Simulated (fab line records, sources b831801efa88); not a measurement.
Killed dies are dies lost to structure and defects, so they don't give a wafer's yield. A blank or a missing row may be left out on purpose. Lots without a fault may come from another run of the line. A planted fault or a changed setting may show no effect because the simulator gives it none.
One fault seen from 2 desks | flow sky130 | each desk has only its own numbers; what lay behind them comes last

THE METROLOGY DESK
What the gauges read, lot by lot, whatever tool the lot ran on: means of the sampled wafers that have a number. A lot is out of limits, marked OUT, if its mean lies more than 4 standard deviations from the usual mean; the brackets give that distance.
Columns: A = cd_nm at SKY_LDD_P_CD_MEAS_07, usual 380.1 nm; B = LDD_P_OVL at SKY_LDD_P_OVL_MEAS_08, usual -0.1 nm; C = LDD_P_TW at SKY_LDD_P_TW_MEAS_11, usual 643; D = LDD_HVN_OVL at SKY_LDD_HVN_OVL_MEAS_07, usual 0.3 nm
lot  | first seen here | A     | B    | C   | D
L596 | day 19 20:30    | 382.7 | 0.4  | 647 | -1.3
L604 | day 22 12:04    | 378.1 | -1.2 | 645 | 0.6
L605 | day 22 18:52    | 383.5 | 0.3  | 641 | 0.8
L609 | day 24 15:38    | 377.0 | 1.6  | 640 | 2.2
L611 | day 25 06:58    | 384.9 | 0.7  | 647 | -1.0
L613 | day 25 16:25    | 379.8 | 1.4  | 650 | 1.1
This desk's finding: nothing out of limits on any of the 6 lots.

THE TOOL OWNER'S DESK: litho_track-02
The tool's own readings at SKY_LDD_HVN_COAT_02 (resist thk 300 nm): means of the sampled wafers that have a number, for each lot that ran on this tool. A lot is out of limits, marked OUT, if its mean lies more than 4 standard deviations from the usual mean; the brackets give that distance.
Columns: A = chill_plate_temp_C at SKY_LDD_HVN_COAT_02, usual 23.02 C; B = spin_speed_rpm at SKY_LDD_HVN_COAT_02, usual 3000.1 rpm
lot  | first seen here | A     | B
L596 | day 20 12:16    | 22.87 | 2998.9
L604 | day 23 04:05    | 22.98 | 3061.3 (+28) OUT
L605 | day 23 09:49    | 23.12 | 3061.4 (+28) OUT
L613 | day 26 07:08    | 23.04 | 3000.6
This desk's finding: out of limits on L604, L605; first on L604, day 23 04:05 (spin_speed_rpm at SKY_LDD_HVN_COAT_02). In limits: L596, L613.

PUT TOGETHER
The tool owner's desk could have raised an alarm at day 23 04:05, on L604, L605.
The metrology desk saw nothing out of limits.
The metrology desk has L604, L605 on record, within its limits.
Of the lots named, all ran SKY_LDD_HVN_COAT_02 on litho_track-02.

WHAT THE SIMULATOR HAD PUT IN
Process parameter drift: litho_track-02, from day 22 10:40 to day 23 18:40, at SKY_LDD_HVN_COAT_02. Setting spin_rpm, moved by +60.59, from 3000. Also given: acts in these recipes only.
Lots struck among those shown: L604, L605.
Hours from the fault's start to each desk's first reading out of limits: the tool owner's desk, 17.
